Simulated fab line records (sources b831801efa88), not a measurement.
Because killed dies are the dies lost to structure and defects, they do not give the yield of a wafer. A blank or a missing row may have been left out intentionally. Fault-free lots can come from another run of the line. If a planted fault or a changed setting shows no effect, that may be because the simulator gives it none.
fab line records | flow sky130
record: lots: 5 wafers: 14 lastDay: 50
route steps=708 shown VIA1@467
lots that met no fault: from a run of the same line without faults
startH: the number of hours between the record's first day and the start of the first shown wafer of the lot | waitH: time in hours since the lot's previous step | " unchanged from the row above | L1.1+2: a row that stands for several wafers | - value missing, or start not given | * or withheld: withheld | < > ~ a bound
route shown NAME@n: a module of which the file shows steps, and the number in the route of the first | usual: mean/standard deviation taken from wafers without a fault | same: alike in all rows | chamber/n: place in a boat | sites: readings site by site | _std_site: how widely they spread, as a standard deviation | _edge_site: outer sites' mean less inner sites' | radiusMm: how far each site lies from the wafer's centre | mask NAME#n: copy n | behind: the most recent tool/chamber to have shaped the wafer | hold: why the lot was held/for how many hours/how that ended | device: transistor that didn't switch, given as n, p or np | end of line: tests of these same wafers at the route's end | a step with no rows: only its recipe | killed: count of dies lost to structure and defects at first sort (not the wafer's yield) | map: a wafer's dies, marking killed ones x, the rest . and places with no die _
set.NAME: setting as actually run; set.NAME@STEP: the setting as run at that earlier step | model.NAME: the simulator's own value behind a step, which no gauge read
lots at some steps of the route; a table a step, a row a wafer
services: a tool's chamber out of use, with start hour (startH, from the record's first day; less than 0 if before it), hours out, and reason
== steps ==
step: SKY_VIA1_EXPOSE_09
recipe: maskId: VIM na: 0.8 sourceShape: annular sigmaInner: 0.55 sigmaOuter: 0.85 targetCdNm: 150 doseMj: 38
step: SKY_VIA1_PEB_10
recipe: pebTempC: withheld pebTimeS: withheld resist: KrF-thick
step: SKY_VIA1_DEVELOP_11
recipe: developTimeS: 60 resist: KrF-thick devTempC: 21
step: SKY_VIA1_CD_MEAS_12
recipe: targetCdNm: 150
usual: cdNm: 150.1/1.7
columns lot.wafer tool chamber startH waitH cdNm
L256.1 cdSem-02 - 801.52 - 150.2
L256.5 " - " " 150.2
L256.6 " - " " 150.3
L257.2 cdSem-01 - 812.53 - 151.2
L257.4 " - " " 151.2
L257.6 " - " " 150.3
L266.3 cdSem-02 - 886.25 - 148.8
L266.5 " - " " 149.1
L273.1 cdSem-01 - 933.86 - 148.9
L273.2 " - " " 148.2
L273.5 " - " " 149.2
L274.1 cdSem-02 - 945.71 - 150.2
L274.3 " - " " 150.5
L274.5 " - " " 150.9
step: SKY_VIA1_OVL_MEAS_13
usual: VIA1_OVL: -3/4.6
columns lot.wafer tool chamber startH waitH VIA1_OVL[nm]
L256.1 overlay-02 - 801.64 0.1 -1
L256.5 " - " " 3
L256.6 " - " " -2
L257.2 overlay-02 - 812.64 0.1 2
L257.4 " - " " 0
L257.6 " - " " 0
L266.3 overlay-02 - 886.34 0.1 -4
L266.5 " - " " -11
L273.1 overlay-02 - 933.98 0.1 -12
L273.2 " - " " -8
L273.5 " - " " -12
L274.1 overlay-01 - 945.83 0.1 -5
L274.3 " - " " 2
L274.5 " - " " -4
step: SKY_VIA1_ETCH_14
recipe: chemistry: N2/H2 target: BARC ionEnergyEv: 200 sourceW: 500 biasW: 100 pressureMtorr: 30 n2FlowSccm: 100 h2FlowSccm: 200 stopOn: SiO2 timeS: 45.9 targetDepthA: 600
usual: drypumpMotorCurrentA: 5.8/0.44 h2FlowSccm: 200.0/0.64 oesProductAu: 0.854/0.0051 throttleValvePct: 13.225/0.01
columns lot.wafer tool chamber startH waitH drypumpMotorCurrentA h2FlowSccm oesProductAu rfHoursCounterH throttleValvePct
L256.1 rieDiel-04 1 801.67 0.0 4.9 200.0 0.850 7 13.226
L256.5 " 2 " " 5.4 200.6 0.854 - 13.208
L256.6 " 1 " " 4.9 199.7 0.849 - 13.233
L257.2 rieDiel-03 1 812.67 0.0 5.2 199.9 0.851 2 13.225
L257.4 " 2 " " 5.6 199.8 0.859 17 13.231
L257.6 " 3 " " 6.2 200.1 0.854 - 13.223
L266.3 rieDiel-04 1 886.36 0.0 4.9 199.2 0.843 9 13.227
L266.5 " 2 " " 5.4 199.3 0.857 - 13.222
L273.1 rieDiel-02 2 934.02 0.0 5.7 200.8 0.841 27 13.237
L273.2 " 1 " " 5.6 200.1 0.857 22 13.223
L273.5 " 3 " " 6.3 199.9 0.849 - 13.254
L274.1 rieDiel-02 0 945.87 0.0 6.2 199.7 0.856 14 13.215
L274.3 " 3 " " 6.3 200.5 0.861 11 13.243
L274.5 " 0 " " 6.2 199.6 0.849 - 13.221
step: SKY_VIA1_ETCH_15
recipe: target: SiO2 chemistry: C4F8/O2/Ar targetDepthNm: 351 stopOn: TiN maskMaterial: KrF-thick sourceW: 1500 biasW: 1200 pressureMtorr: 40 c4f8FlowSccm: withheld O2_flow_sccm: 6 Ar_flow_sccm: 300 timeS: 54
usual: oesProductAu: 0.984/0.0063
columns lot.wafer tool chamber startH waitH oesProductAu rfHoursCounterH
L256.1 rieDiel-04 1 801.71 0.0 0.983 7
L256.5 " 2 " " 0.987 -
L256.6 " 1 " " 0.986 -
L257.2 rieDiel-03 1 812.71 0.0 0.991 2
L257.4 " 2 " " 0.989 17
L257.6 " 3 " " 0.987 -
L266.3 rieDiel-04 1 886.41 0.0 0.973 9
L266.5 " 2 " " 0.983 -
L273.1 rieDiel-02 2 934.06 0.0 0.973 27
L273.2 " 1 " " 0.987 22
L273.5 " 3 " " 0.978 -
L274.1 rieDiel-02 0 945.91 0.0 0.979 14
L274.3 " 3 " " 0.982 11
L274.5 " 0 " " 0.985 -
step: SKY_VIA1_STRIP_16
recipe: chemistry: O2/N2 powerW: 1400 pressureMtorr: 1500 platenTempC: withheld o2FlowSccm: 3000 n2FlowSccm: 300 overashFraction: 0.5
usual: drypumpMotorCurrentA: 5.3/0.34 oesProductAu: 0.415/0.0046 stripTimeToEndpointS: 4.447/0.025
columns lot.wafer tool chamber startH waitH drypumpMotorCurrentA oesProductAu rfHoursCounterH stripTimeToEndpointS
L256.1 plasmaAsher-03 1 801.76 0.0 5.2 0.411 34 4.471
L256.5 " 0 " " 5.4 0.419 - 4.472
L256.6 " 1 " " 5.2 0.413 - 4.454
L257.2 plasmaAsher-03 0 812.76 0.0 5.4 0.409 35 4.444
L257.4 " 1 " " 5.2 0.411 - 4.464
L257.6 " 1 " " 5.2 0.428 - 4.444
L266.3 plasmaAsher-03 0 886.49 0.1 5.4 0.412 - 4.456
L266.5 " 1 " " 5.2 0.408 - 4.448
L273.1 plasmaAsher-02 1 934.10 0.0 5.4 0.411 109 4.462
L273.2 " 0 " " 5.1 0.415 109 4.441
L273.5 " 1 " " 5.4 0.413 - 4.433
L274.1 plasmaAsher-03 1 945.96 0.0 5.2 0.416 49 4.429
L274.3 " 1 " " 5.2 0.415 - 4.449
L274.5 " 0 " " 5.4 0.413 - 4.426
step: SKY_VIA1_STRIP_17
recipe: chemistry: postEtchResidueRemover timeS: 1200 tempC: 72.5
step: SKY_VIA1_CLEAN_18
recipe: chemistry: IPA timeS: 180 tempC: 25
step: SKY_VIA1_CLEAN_19
recipe: chemistry: O3/DIW dry: n2Spin
step: SKY_VIA1_SPUTTER_20
recipe: material: TiN targetThkNm: 20 chamberPressurePa: 5 powerW: 4000 timeS: 80
usual: throttleValvePct: 29.9/0.88
columns lot.wafer tool chamber startH waitH throttleValvePct
L256.1 pvdSputter-03 - 802.35 0.0 30.5
L256.5 " - " " 30.0
L256.6 " - " " 30.5
L257.2 pvdSputter-04 - 813.35 0.0 30.8
L257.4 " - " " 29.2
L257.6 " - " " 29.4
L266.3 pvdSputter-04 - 887.11 0.0 29.4
L266.5 " - " " 29.4
L273.1 pvdSputter-03 - 934.76 0.0 30.6
L273.2 " - " " 30.0
L273.5 " - " " 30.4
L274.1 pvdSputter-02 - 946.58 0.0 28.4
L274.3 " - " " 30.2
L274.5 " - " " 28.7
step: SKY_VIA1_CVD_21
recipe: material: W targetThkNm: 270 timeS: 80.902 tempC: 400 pressureTorr: 40
usual: heaterPowerW: 834/96
columns lot.wafer tool chamber startH waitH heaterPowerW model.W_of_VIA1_CVD_21.thkNm
L256.1 cvdW-01 0 802.41 0.0 962 271.7
L256.5 " 1 " " 723 265.9
L256.6 " 0 " " 976 271.4
L257.2 cvdW-01 1 813.41 0.0 729 265.8
L257.4 " 0 " " 938 275.3
L257.6 " 0 " " 910 270.9
L266.3 cvdW-01 0 887.20 0.1 926 262.8
L266.5 " 1 " " 739 267.4
L273.1 cvdW-02 1 934.82 0.0 720 281
L273.2 " 0 " " 928 270.8
L273.5 " 1 " " 746 280.5
L274.1 cvdW-02 1 946.64 0.0 743 281
L274.3 " 1 " " 731 281.6
L274.5 " 1 " " 735 277.1
step: SKY_VIA1_RS_MEAS_22
recipe: thkMeasGauge: four-point-probe reads: W_of_VIA1_CVD_21+TiN_of_VIA1_SPUTTER_20
usual: VIA1_W_RS: 0.424/0.0094
columns lot.wafer tool chamber startH waitH VIA1_W_RS[ohm/sq]
L256.1 filmMetro-04 - 802.51 0.1 0.423
L256.5 " - " " 0.433
L256.6 " - " " 0.425
L257.2 filmMetro-03 - 813.53 0.1 0.433
L257.4 " - " " 0.418
L257.6 " - " " 0.425
L266.3 filmMetro-04 - 887.30 0.1 0.439
L266.5 " - " " 0.430
L273.1 filmMetro-04 - 934.92 0.1 0.409
L273.2 " - " " 0.426
L273.5 " - " " 0.411
L274.1 filmMetro-02 - 946.73 0.1 0.410
L274.3 " - " " 0.409
L274.5 " - " " 0.416
== services ==
columns tool chamber startH hours kind
cvdW-02 - 787.52 1.6 repair
plasmaAsher-03 - 788.75 2.1 repair
plasmaAsher-03 - 790.91 9.2 repair
rieDiel-03 2 796.38 4.5 repair
rieDiel-04 - 825.39 0.6 repair
rieDiel-04 1 829.96 9.1 repair
rieDiel-03 - 835.09 0.1 repair
pvdSputter-02 - 863.63 7.7 repair
pvdSputter-03 - 867.32 3.9 repair
rieDiel-03 0 868.93 - clean
rieDiel-03 0 868.93 16.0 scheduledDown
rieDiel-03 0 868.93 16.0 ventCycle
rieDiel-04 3 875.23 5.5 repair
rieDiel-02 0 882.10 8.4 repair
cvdW-01 - 886.48 0.6 repair
cvdW-02 - 904.00 14.0 pm
cvdW-02 0 904.00 14.0 ventCycle
cvdW-02 1 904.00 14.0 ventCycle
plasmaAsher-02 - 907.05 1.3 repair
cvdW-02 0 918.00 - clean
cvdW-02 1 918.00 - clean
rieDiel-03 0 919.86 11.3 repair
rieDiel-03 1 925.90 2.8 repair
rieDiel-03 3 931.16 - clean
== key ==
firstSign none at tools or gauges
modelEffect: step: SKY_VIA1_CVD_21 value: W_of_VIA1_CVD_21.thkNm without: 271.8 struck: 262.8
metAt SKY_VIA1_CVD_21
struckWafers L266.3
onsetBetween 813.41 887.20
fault: kind: processParameterDrift tool: cvdW-01 chamber: - onsetH: 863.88 steps: SKY_VIA1_CVD_21 channel: targetThkNm offset: -8.9869 shape: step endH: 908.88 scope: struckWafersOnly actsIn: theseRecipesOnly stated: 270
